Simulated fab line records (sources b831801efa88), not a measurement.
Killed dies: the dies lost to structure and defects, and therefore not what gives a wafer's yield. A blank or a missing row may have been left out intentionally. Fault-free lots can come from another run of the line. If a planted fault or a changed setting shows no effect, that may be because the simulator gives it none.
Which tool is to blame? / flow sky130 / 14 lots, 41 wafers sampled, at 6 steps of a route of 708

== WHAT THE GAUGES READ, wafer by wafer ==
SKY_METAL3_CD_MEAS_13: target cd 300 nm.
lot=L327; measured=day 38 17:38; on=cd-sem-01; cd-nm (nm)=297.0 297.2 297.8
lot=L328; measured=day 38 23:01; on=cd-sem-01; cd-nm (nm)=300.2 298.8 299.4
lot=L329; measured=day 39 07:14; on=cd-sem-01; cd-nm (nm)=299.8 299.3 298.6
lot=L333; measured=day 40 20:10; on=cd-sem-01; cd-nm (nm)=299.6 299.3 299.7
lot=L334; measured=day 41 07:20; on=cd-sem-02; cd-nm (nm)=297.9 298.9 299.0
lot=L335; measured=day 41 12:35; on=cd-sem-02; cd-nm (nm)=299.7 298.9 299.0
lot=L337; measured=day 41 22:37; on=cd-sem-02; cd-nm (nm)=300.9 301.7 300.2
lot=L338; measured=day 42 09:47; on=cd-sem-01; cd-nm (nm)=299.6 299.3 299.5
lot=L339; measured=day 42 10:31; on=cd-sem-02; cd-nm (nm)=301.7 303.2
lot=L341; measured=day 42 14:58; on=cd-sem-02; cd-nm (nm)=301.9 301.8 300.9
lot=L342; measured=day 43 07:25; on=cd-sem-02; cd-nm (nm)=301.0 299.6 299.3
lot=L345; measured=day 43 20:48; on=cd-sem-02; cd-nm (nm)=300.2 298.3 298.2
lot=L347; measured=day 44 03:04; on=cd-sem-02; cd-nm (nm)=298.4 299.3 297.5
lot=L349; measured=day 44 19:08; on=cd-sem-01; cd-nm (nm)=299.5 299.6 299.5

SKY_METAL5_RS_MEAS_05: the measuring method here is four-point-probe.
lot=L327; measured=day 42 23:05; on=film-metro-01; METAL5_ALCU_RS (ohm/sq)=0.0276 0.0278 0.0275
lot=L328; measured=day 43 05:49; on=film-metro-04; METAL5_ALCU_RS (ohm/sq)=0.0275 0.0264 0.0270
lot=L329; measured=day 43 13:46; on=film-metro-02; METAL5_ALCU_RS (ohm/sq)=0.0267 0.0273 0.0270
lot=L333; measured=day 45 00:03; on=film-metro-01; METAL5_ALCU_RS (ohm/sq)=0.0231 0.0232 0.0232
lot=L334; measured=day 45 09:25; on=film-metro-02; METAL5_ALCU_RS (ohm/sq)=0.0277 0.0276 0.0273
lot=L335; measured=day 45 16:05; on=film-metro-02; METAL5_ALCU_RS (ohm/sq)=0.0228 0.0228 0.0228
lot=L337; measured=day 45 22:50; on=film-metro-02; METAL5_ALCU_RS (ohm/sq)=0.0278 0.0272 0.0278
lot=L338; measured=day 46 08:58; on=film-metro-02; METAL5_ALCU_RS (ohm/sq)=0.0267 0.0272 0.0270
lot=L339; measured=day 46 09:50; on=film-metro-02; METAL5_ALCU_RS (ohm/sq)=0.0272 0.0274
lot=L341; measured=day 46 14:58; on=film-metro-02; METAL5_ALCU_RS (ohm/sq)=0.0274 0.0268 0.0269
lot=L342; measured=day 47 04:23; on=film-metro-01; METAL5_ALCU_RS (ohm/sq)=0.0272 0.0275 0.0274
lot=L345; measured=day 47 15:59; on=film-metro-04; METAL5_ALCU_RS (ohm/sq)=0.0273 0.0271 0.0271
lot=L347; measured=day 47 20:41; on=film-metro-02; METAL5_ALCU_RS (ohm/sq)=0.0270 0.0268 0.0275
lot=L349; measured=day 48 12:47; on=film-metro-04; METAL5_ALCU_RS (ohm/sq)=0.0277 0.0271 0.0269

SKY_METAL5_THK_MEAS_06: measures by xrf.
lot=L327; measured=day 42 23:12; on=film-metro-01; METAL5_ALCU_THK (nm)=1149 1153 1154
lot=L328; measured=day 43 05:56; on=film-metro-04; METAL5_ALCU_THK (nm)=1165 1210 1184
lot=L329; measured=day 43 13:53; on=film-metro-02; METAL5_ALCU_THK (nm)=1183 1162 1179
lot=L333; measured=day 45 00:10; on=film-metro-01; METAL5_ALCU_THK (nm)=1371 1368 1366
lot=L334; measured=day 45 09:32; on=film-metro-02; METAL5_ALCU_THK (nm)=1143 1146 1162
lot=L335; measured=day 45 16:13; on=film-metro-02; METAL5_ALCU_THK (nm)=1388 1380 1394
lot=L337; measured=day 45 22:57; on=film-metro-02; METAL5_ALCU_THK (nm)=1134 1160 1132
lot=L338; measured=day 46 09:05; on=film-metro-02; METAL5_ALCU_THK (nm)=1179 1167 1171
lot=L339; measured=day 46 09:56; on=film-metro-02; METAL5_ALCU_THK (nm)=1163 1155
lot=L341; measured=day 46 15:05; on=film-metro-02; METAL5_ALCU_THK (nm)=1149 1179 1179
lot=L342; measured=day 47 04:30; on=film-metro-01; METAL5_ALCU_THK (nm)=1171 1159 1164
lot=L345; measured=day 47 16:04; on=film-metro-04; METAL5_ALCU_THK (nm)=1175 1176 1175
lot=L347; measured=day 47 20:49; on=film-metro-02; METAL5_ALCU_THK (nm)=1176 1187 1156
lot=L349; measured=day 48 12:53; on=film-metro-04; METAL5_ALCU_THK (nm)=1149 1180 1188

== WHICH TOOL RAN EACH LOT (tool, then ch and the chambers of the sampled wafers, then the start) ==
lot=L327; SKY_CAPM_METAL_ETCH_13=rie-metal-02 ch 0,1, day 37 15:26; SKY_METAL3_DESCUM_15=rie-metal-03 ch 0, day 38 17:46; SKY_METAL5_SPUTTER_02=pvd-sputter-01, day 42 22:57
lot=L328; SKY_CAPM_METAL_ETCH_13=rie-metal-01 ch 0,1, day 37 20:59; SKY_METAL3_DESCUM_15=rie-metal-04 ch 0,1, day 38 23:10; SKY_METAL5_SPUTTER_02=pvd-sputter-03, day 43 05:42
lot=L329; SKY_CAPM_METAL_ETCH_13=rie-metal-01 ch 0, day 38 05:27; SKY_METAL3_DESCUM_15=rie-metal-04 ch 0,1, day 39 07:24; SKY_METAL5_SPUTTER_02=pvd-sputter-01, day 43 13:39
lot=L333; SKY_CAPM_METAL_ETCH_13=rie-metal-04 ch 0,1, day 39 18:59; SKY_METAL3_DESCUM_15=rie-metal-02 ch 0,1, day 40 20:19; SKY_METAL5_SPUTTER_02=pvd-sputter-02, day 44 23:56
lot=L334; SKY_CAPM_METAL_ETCH_13=rie-metal-02 ch 0,1, day 40 05:47; SKY_METAL3_DESCUM_15=rie-metal-04 ch 0,1, day 41 07:30; SKY_METAL5_SPUTTER_02=pvd-sputter-01, day 45 09:17
lot=L335; SKY_CAPM_METAL_ETCH_13=rie-metal-01 ch 0,1, day 40 11:18; SKY_METAL3_DESCUM_15=rie-metal-02 ch 0,1, day 41 12:45; SKY_METAL5_SPUTTER_02=pvd-sputter-02, day 45 15:58
lot=L337; SKY_CAPM_METAL_ETCH_13=rie-metal-02 ch 1, day 40 22:06; SKY_METAL3_DESCUM_15=rie-metal-02 ch 1, day 41 22:45; SKY_METAL5_SPUTTER_02=pvd-sputter-03, day 45 22:42
lot=L338; SKY_CAPM_METAL_ETCH_13=rie-metal-01 ch 0,1, day 41 09:05; SKY_METAL3_DESCUM_15=rie-metal-04 ch 0,1, day 42 09:55; SKY_METAL5_SPUTTER_02=pvd-sputter-01, day 46 08:50
lot=L339; SKY_CAPM_METAL_ETCH_13=rie-metal-02 ch 0,1, day 41 10:13; SKY_METAL3_DESCUM_15=rie-metal-04 ch 0, day 42 10:38; SKY_METAL5_SPUTTER_02=pvd-sputter-03, day 46 09:40
lot=L341; SKY_CAPM_METAL_ETCH_13=rie-metal-02 ch 0,1, day 41 15:06; SKY_METAL3_DESCUM_15=rie-metal-03 ch 0,1, day 42 15:07; SKY_METAL5_SPUTTER_02=pvd-sputter-03, day 46 14:51
lot=L342; SKY_CAPM_METAL_ETCH_13=rie-metal-01 ch 0,1, day 42 06:50; SKY_METAL3_DESCUM_15=rie-metal-02 ch 0,1, day 43 07:34; SKY_METAL5_SPUTTER_02=pvd-sputter-01, day 47 04:16
lot=L345; SKY_CAPM_METAL_ETCH_13=rie-metal-04 ch 0,1, day 42 20:18; SKY_METAL3_DESCUM_15=rie-metal-02 ch 0,1, day 43 20:55; SKY_METAL5_SPUTTER_02=pvd-sputter-01, day 47 15:48
lot=L347; SKY_CAPM_METAL_ETCH_13=rie-metal-04 ch 0,1, day 43 03:51; SKY_METAL3_DESCUM_15=rie-metal-04 ch 0,1, day 44 03:13; SKY_METAL5_SPUTTER_02=pvd-sputter-03, day 47 20:34
lot=L349; SKY_CAPM_METAL_ETCH_13=rie-metal-02 ch 0, day 43 20:12; SKY_METAL3_DESCUM_15=rie-metal-02 ch 0,1, day 44 19:16; SKY_METAL5_SPUTTER_02=pvd-sputter-03, day 48 12:38
- SKY_CAPM_METAL_ETCH_13: etches TiN in Cl2/BCl3, stops on SiO2, target depth 220 nm, time 62.9 s.
- SKY_METAL3_DESCUM_15: chemistry O2, time 8 s.
- SKY_METAL5_SPUTTER_02: material AlCu, target thk 1150 nm, time 61.2 s.

== WHAT THE TOOLS THEMSELVES READ (means of the sampled wafers that have a number; where no wafer has one, the mark that the record gives instead) ==
SKY_CAPM_METAL_ETCH_13.
lot=L327; tool=rie-metal-02; bcl3-flow-sccm (sccm)=29.92; bias-w (W)=48.47; drypump-motor-current-A (A)=5.7; oes-product-au (a.u.)=0.938; throttle-valve-pct (%)=21.901
lot=L328; tool=rie-metal-01; bcl3-flow-sccm (sccm)=29.93; bias-w (W)=48.79; drypump-motor-current-A (A)=6.4; oes-product-au (a.u.)=0.946; throttle-valve-pct (%)=21.903
lot=L329; tool=rie-metal-01; bcl3-flow-sccm (sccm)=29.96; bias-w (W)=48.53; drypump-motor-current-A (A)=6.4; oes-product-au (a.u.)=0.942; throttle-valve-pct (%)=21.893
lot=L333; tool=rie-metal-04; bcl3-flow-sccm (sccm)=29.95; bias-w (W)=48.62; drypump-motor-current-A (A)=5.5; oes-product-au (a.u.)=0.940; throttle-valve-pct (%)=21.910
lot=L334; tool=rie-metal-02; bcl3-flow-sccm (sccm)=30.04; bias-w (W)=48.44; drypump-motor-current-A (A)=5.8; oes-product-au (a.u.)=0.937; throttle-valve-pct (%)=21.909
lot=L335; tool=rie-metal-01; bcl3-flow-sccm (sccm)=30.15; bias-w (W)=48.37; drypump-motor-current-A (A)=6.4; oes-product-au (a.u.)=0.939; throttle-valve-pct (%)=21.903
lot=L337; tool=rie-metal-02; bcl3-flow-sccm (sccm)=30.01; bias-w (W)=48.48; drypump-motor-current-A (A)=6.0; oes-product-au (a.u.)=0.941; throttle-valve-pct (%)=21.891
lot=L338; tool=rie-metal-01; bcl3-flow-sccm (sccm)=30.02; bias-w (W)=48.55; drypump-motor-current-A (A)=6.4; oes-product-au (a.u.)=0.946; throttle-valve-pct (%)=21.892
lot=L339; tool=rie-metal-02; bcl3-flow-sccm (sccm)=29.89; bias-w (W)=48.45; drypump-motor-current-A (A)=5.8; oes-product-au (a.u.)=0.942; throttle-valve-pct (%)=21.909
lot=L341; tool=rie-metal-02; bcl3-flow-sccm (sccm)=29.91; bias-w (W)=48.49; drypump-motor-current-A (A)=5.7; oes-product-au (a.u.)=0.947; throttle-valve-pct (%)=21.898
lot=L342; tool=rie-metal-01; bcl3-flow-sccm (sccm)=29.98; bias-w (W)=48.45; drypump-motor-current-A (A)=6.5; oes-product-au (a.u.)=0.939; throttle-valve-pct (%)=21.907
lot=L345; tool=rie-metal-04; bcl3-flow-sccm (sccm)=30.04; bias-w (W)=48.69; drypump-motor-current-A (A)=5.6; oes-product-au (a.u.)=0.939; throttle-valve-pct (%)=21.897
lot=L347; tool=rie-metal-04; bcl3-flow-sccm (sccm)=30.08; bias-w (W)=48.44; drypump-motor-current-A (A)=5.7; oes-product-au (a.u.)=0.938; throttle-valve-pct (%)=21.899
lot=L349; tool=rie-metal-02; bcl3-flow-sccm (sccm)=30.03; bias-w (W)=48.41; drypump-motor-current-A (A)=5.5; oes-product-au (a.u.)=0.946; throttle-valve-pct (%)=21.897

SKY_METAL3_DESCUM_15.
lot=L327; tool=rie-metal-03; drypump-motor-current-A (A)=5.8; oes-product-au (a.u.)=0.994
lot=L328; tool=rie-metal-04; drypump-motor-current-A (A)=5.7; oes-product-au (a.u.)=1.004
lot=L329; tool=rie-metal-04; drypump-motor-current-A (A)=5.7; oes-product-au (a.u.)=0.993
lot=L333; tool=rie-metal-02; drypump-motor-current-A (A)=5.8; oes-product-au (a.u.)=1.006
lot=L334; tool=rie-metal-04; drypump-motor-current-A (A)=5.6; oes-product-au (a.u.)=1.004
lot=L335; tool=rie-metal-02; drypump-motor-current-A (A)=5.7; oes-product-au (a.u.)=1.004
lot=L337; tool=rie-metal-02; drypump-motor-current-A (A)=6.0; oes-product-au (a.u.)=0.999
lot=L338; tool=rie-metal-04; drypump-motor-current-A (A)=5.7; oes-product-au (a.u.)=1.008
lot=L339; tool=rie-metal-04; drypump-motor-current-A (A)=5.3; oes-product-au (a.u.)=0.997
lot=L341; tool=rie-metal-03; drypump-motor-current-A (A)=6.1; oes-product-au (a.u.)=0.999
lot=L342; tool=rie-metal-02; drypump-motor-current-A (A)=5.8; oes-product-au (a.u.)=1.002
lot=L345; tool=rie-metal-02; drypump-motor-current-A (A)=5.8; oes-product-au (a.u.)=1.008
lot=L347; tool=rie-metal-04; drypump-motor-current-A (A)=5.7; oes-product-au (a.u.)=0.995
lot=L349; tool=rie-metal-02; drypump-motor-current-A (A)=5.8; oes-product-au (a.u.)=1.005

SKY_METAL5_SPUTTER_02.
lot=L327; tool=pvd-sputter-01; cathode-dc-power-W (W)=10601; throttle-valve-pct (%)=30.2
lot=L328; tool=pvd-sputter-03; cathode-dc-power-W (W)=10601; throttle-valve-pct (%)=31.4
lot=L329; tool=pvd-sputter-01; cathode-dc-power-W (W)=10600; throttle-valve-pct (%)=30.4
lot=L333; tool=pvd-sputter-02; cathode-dc-power-W (W)=10602; throttle-valve-pct (%)=30.5
lot=L334; tool=pvd-sputter-01; cathode-dc-power-W (W)=10599; throttle-valve-pct (%)=29.8
lot=L335; tool=pvd-sputter-02; cathode-dc-power-W (W)=10600; throttle-valve-pct (%)=30.3
lot=L337; tool=pvd-sputter-03; cathode-dc-power-W (W)=10600; throttle-valve-pct (%)=31.6
lot=L338; tool=pvd-sputter-01; cathode-dc-power-W (W)=10598; throttle-valve-pct (%)=29.8
lot=L339; tool=pvd-sputter-03; cathode-dc-power-W (W)=10600; throttle-valve-pct (%)=30.5
lot=L341; tool=pvd-sputter-03; cathode-dc-power-W (W)=10602; throttle-valve-pct (%)=31.4
lot=L342; tool=pvd-sputter-01; cathode-dc-power-W (W)=10599; throttle-valve-pct (%)=30.4
lot=L345; tool=pvd-sputter-01; cathode-dc-power-W (W)=10601; throttle-valve-pct (%)=29.5
lot=L347; tool=pvd-sputter-03; cathode-dc-power-W (W)=10600; throttle-valve-pct (%)=30.8
lot=L349; tool=pvd-sputter-03; cathode-dc-power-W (W)=10599; throttle-valve-pct (%)=30.8

== THE ANSWER, worked out from the rows above alone ==
Rule: what is usual is taken from the lots themselves. Put in order of their means at a reading, lots are off if they are a third of the lots or fewer, leave a main group of 4 or more, and stand apart from it by a gap of 3 or more times the standard deviation of the main group's means; of several such gaps the widest counts. A main group is skipped when, at the precision printed for the reading in the tables above, its means are all equal. A lot without any number at a reading at which 4 lots or more have one is off too. Where the step has rows for the other lots, those lots are counted as sound. First the gauges in route order, then the tools' own readings, where a lot's mean is used as printed above. At the first step where some lot is off, the reading lying furthest off is the one used; lots without a number count as furthest.
Off: L333, L335, seen at SKY_METAL5_RS_MEAS_05 (METAL5_ALCU_RS). For the main group the mean is 0.0272 ohm/sq and the standard deviation 0.00024.
A tool fits if, at a process step before that reading, it ran every lot that is off, and no sound lot after the first of them. Gauges at SKY_METAL5_RS_MEAS_05: tried the same way as those tools. One fits: pvd-sputter-02 at SKY_METAL5_SPUTTER_02. It ran no sound lot before its first lot that is off in this sample, so the start can't be narrowed down.

== WHAT THE SIMULATOR HAD INSERTED ==
Process parameters drifting: pvd-sputter-02 at SKY_METAL5_SPUTTER_02, beginning at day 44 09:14. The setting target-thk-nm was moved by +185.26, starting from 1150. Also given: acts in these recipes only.
Struck lots among those shown: L333, L335. Same finding as the rule above.
